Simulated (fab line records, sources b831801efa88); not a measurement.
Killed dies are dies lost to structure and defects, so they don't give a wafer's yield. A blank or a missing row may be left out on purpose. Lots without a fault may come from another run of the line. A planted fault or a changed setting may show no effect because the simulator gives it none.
Which tool did it? | flow gf180mcu | 14 lots, 42 wafers sampled, at 5 steps of a route of 602

WHAT THE GAUGES READ, wafer by wafer
GF_PSD_RS_MEAS_14: measures by four-point-probe.
lot  | measured     | on            | NSD_RS (ohm/sq)
L304 | day 14 04:01 | film_metro-03 | 46.24 46.07 46.18
L305 | day 14 22:22 | film_metro-03 | 45.95 45.96 46.04
L307 | day 15 01:50 | film_metro-03 | 46.10 46.11 45.99
L309 | day 16 00:16 | film_metro-04 | 46.06 46.06 46.02
L310 | day 16 15:12 | film_metro-03 | 46.23 46.26 46.23
L316 | day 18 10:43 | film_metro-03 | - - -
L317 | day 18 22:39 | film_metro-04 | - - -
L320 | day 19 15:20 | film_metro-04 | 46.08 46.13 46.30
L321 | day 20 06:59 | film_metro-03 | 46.23 46.10 46.17
L322 | day 20 13:50 | film_metro-03 | 46.12 46.09 46.13
L323 | day 20 22:19 | film_metro-04 | 46.03 46.23 46.27
L324 | day 21 15:54 | film_metro-03 | 46.20 46.07 46.25
L326 | day 22 03:04 | film_metro-04 | 46.27 46.13 46.14
L327 | day 22 08:39 | film_metro-04 | 46.15 46.15 46.13

GF_CONTACT_CD_MEAS_14: target cd 220 nm.
lot  | measured     | on        | cd_nm (nm)
L304 | day 16 00:13 | cd_sem-01 | 221.9 222.4 222.3
L305 | day 16 20:05 | cd_sem-02 | 218.4 217.2 217.9
L307 | day 17 00:22 | cd_sem-01 | 219.2 219.5 219.6
L309 | day 17 22:46 | cd_sem-02 | 218.1 220.1 217.8
L310 | day 18 14:51 | cd_sem-02 | 219.1 220.1 219.1
L320 | day 21 16:34 | cd_sem-02 | 221.2 219.7 220.6
L321 | day 22 09:02 | cd_sem-01 | 221.1 221.5 224.1
L322 | day 22 14:01 | cd_sem-01 | 220.0 220.3 220.2
L323 | day 22 23:22 | cd_sem-01 | 220.0 219.3 220.1
L324 | day 23 15:33 | cd_sem-01 | 220.4 220.9 219.3
L326 | day 24 02:33 | cd_sem-02 | 218.8 219.3 217.5
L327 | day 24 06:57 | cd_sem-01 | 219.8 218.9 219.0

WHICH TOOL RAN EACH LOT (tool, then ch and the chambers of the sampled wafers, then the start)
lot  | GF_PSD_RTA_13                    | GF_SAB_ETCH_11                     | GF_SALICIDE_RTA_06
L304 | rtp_anneal-02 ch 0, day 14 03:56 | rie_diel-02 ch 0,1,2, day 15 00:40 | rtp_anneal-01 ch 0, day 15 01:14
L305 | rtp_anneal-02 ch 0, day 14 22:16 | rie_diel-02 ch 1,2,3, day 15 20:34 | rtp_anneal-01 ch 0, day 15 21:08
L307 | rtp_anneal-01 ch 0, day 15 01:44 | rie_diel-02 ch 0,3, day 16 00:08   | rtp_anneal-01 ch 0, day 16 00:56
L309 | rtp_anneal-02 ch 0, day 16 00:10 | rie_diel-02 ch 1,3, day 16 22:23   | rtp_anneal-01 ch 0, day 16 23:01
L310 | rtp_anneal-02 ch 0, day 16 15:07 | rie_diel-02 ch 0,1,2, day 17 14:07 | rtp_anneal-01 ch 0, day 17 14:43
L316 | rtp_anneal-01, day 18 10:37      | -                                  | -
L317 | rtp_anneal-01, day 18 22:34      | -                                  | -
L320 | rtp_anneal-02 ch 0, day 19 15:14 | rie_diel-02 ch 2,3, day 20 15:28   | rtp_anneal-02 ch 0, day 20 16:02
L321 | rtp_anneal-02 ch 0, day 20 06:54 | rie_diel-01 ch 0,1,2, day 21 07:31 | rtp_anneal-02 ch 0, day 21 08:05
L322 | rtp_anneal-02 ch 0, day 20 13:45 | rie_diel-02 ch 1,3, day 21 13:26   | rtp_anneal-02 ch 0, day 21 14:02
L323 | rtp_anneal-02 ch 0, day 20 22:14 | rie_diel-01 ch 0,3, day 21 22:22   | rtp_anneal-02 ch 0, day 21 22:57
L324 | rtp_anneal-01 ch 0, day 21 15:46 | rie_diel-01 ch 0,2, day 22 15:04   | rtp_anneal-02 ch 0, day 22 15:39
L326 | rtp_anneal-02 ch 0, day 22 02:59 | rie_diel-03 ch 0,2, day 23 02:10   | rtp_anneal-01 ch 0, day 23 02:44
L327 | rtp_anneal-01 ch 0, day 22 08:34 | rie_diel-03 ch 0,2, day 23 07:44   | rtp_anneal-02 ch 0, day 23 08:19
- GF_PSD_RTA_13: time 20 s.
- GF_SAB_ETCH_11: etches SiO2 in C4F8/O2/Ar, target depth 55 nm, time 8.5 s.
- GF_SALICIDE_RTA_06: time 30 s.

WHAT THE TOOLS THEMSELVES READ (means of the sampled wafers that have a number; where no wafer has one, the mark that the record gives instead)
GF_PSD_RTA_13.
lot  | tool          | anneal_temp_c_max | chamber_o2_ppm | lamp_power_pct (%) | wafer_temp_C_max
L304 | rtp_anneal-02 | 1029.0            | 1.986          | 34.8               | 1030.2
L305 | rtp_anneal-02 | 1030.4            | 1.991          | 34.8               | 1031.9
L307 | rtp_anneal-01 | 1032.9            | 2.014          | 32.2               | 1030.5
L309 | rtp_anneal-02 | 1030.8            | 2.011          | 34.7               | 1031.8
L310 | rtp_anneal-02 | 1030.5            | 1.990          | 34.7               | 1031.0
L316 | rtp_anneal-01 | -                 | -              | -                  | -
L317 | rtp_anneal-01 | -                 | -              | -                  | -
L320 | rtp_anneal-02 | 1031.0            | 2.020          | 34.7               | 1031.8
L321 | rtp_anneal-02 | 1031.0            | 2.039          | 34.8               | 1030.6
L322 | rtp_anneal-02 | 1031.0            | 1.981          | 34.8               | 1029.5
L323 | rtp_anneal-02 | 1029.6            | 1.996          | 34.8               | 1030.1
L324 | rtp_anneal-01 | 1033.0            | 2.000          | 32.2               | 1031.1
L326 | rtp_anneal-02 | 1030.2            | 1.984          | 34.8               | 1031.5
L327 | rtp_anneal-01 | 1033.8            | 1.991          | 32.2               | 1032.0

GF_SAB_ETCH_11.
lot  | tool        | oes_product_au (a.u.)
L304 | rie_diel-02 | 0.994
L305 | rie_diel-02 | 0.994
L307 | rie_diel-02 | 1.012
L309 | rie_diel-02 | 1.002
L310 | rie_diel-02 | 1.003
L320 | rie_diel-02 | 1.015
L321 | rie_diel-01 | 0.996
L322 | rie_diel-02 | 1.002
L323 | rie_diel-01 | 0.999
L324 | rie_diel-01 | 0.997
L326 | rie_diel-03 | 0.986
L327 | rie_diel-03 | 1.001

GF_SALICIDE_RTA_06.
lot  | tool          | anneal_temp_c_max | chamber_o2_ppm | lamp_power_pct (%) | wafer_temp_C_max
L304 | rtp_anneal-01 | 533.9             | 2.002          | 5.85               | 533.8
L305 | rtp_anneal-01 | 534.3             | 2.004          | 5.85               | 533.4
L307 | rtp_anneal-01 | 533.6             | 1.978          | 5.85               | 533.4
L309 | rtp_anneal-01 | 532.9             | 1.993          | 5.85               | 532.9
L310 | rtp_anneal-01 | 533.6             | 2.007          | 5.85               | 533.0
L320 | rtp_anneal-02 | 532.7             | 1.990          | 6.32               | 533.1
L321 | rtp_anneal-02 | 532.8             | 2.013          | 6.31               | 533.1
L322 | rtp_anneal-02 | 532.8             | 2.016          | 6.31               | 533.0
L323 | rtp_anneal-02 | 532.8             | 2.016          | 6.32               | 533.5
L324 | rtp_anneal-02 | 532.8             | 1.996          | 6.31               | 532.8
L326 | rtp_anneal-01 | 533.5             | 1.942          | 5.85               | 533.5
L327 | rtp_anneal-02 | 532.4             | 1.969          | 6.31               | 533.1

THE ANSWER, worked out from the rows above alone
Rule: what is usual is taken from the lots themselves. Put in order of their means at a reading, lots are off if they are a third of the lots or fewer, leave a main group of 4 or more, and stand apart from it by a gap of 3 or more times the standard deviation of the main group's means; of several such gaps the widest counts. A main group whose means are all the same, to the digits that the tables above print for the reading, isn't used. A lot without any number at a reading at which 4 lots or more have one is off too. The other lots that the step has rows for count as sound. The gauges are gone through in route order, then the tools' own readings, and for those a lot's mean is taken as printed above. The first step at which some lot is off is used, and at that step the reading that is off furthest; a lot without a number counts as furthest.
Off: L316, L317, at GF_PSD_RS_MEAS_14 (NSD_RS). Without a number there: L316, L317. The main group: mean 46.14 ohm/sq, standard deviation 0.068.
A tool fits if, at a process step before that reading, it ran every lot that is off, and no sound lot after the first of them. The gauges at GF_PSD_RS_MEAS_14 aren't tried: what is off there is off at GF_PSD_RTA_13 too, on other tools, and a gauge's error can't cause that. None of those tried fits.

WHAT THE SIMULATOR HAD PUT IN
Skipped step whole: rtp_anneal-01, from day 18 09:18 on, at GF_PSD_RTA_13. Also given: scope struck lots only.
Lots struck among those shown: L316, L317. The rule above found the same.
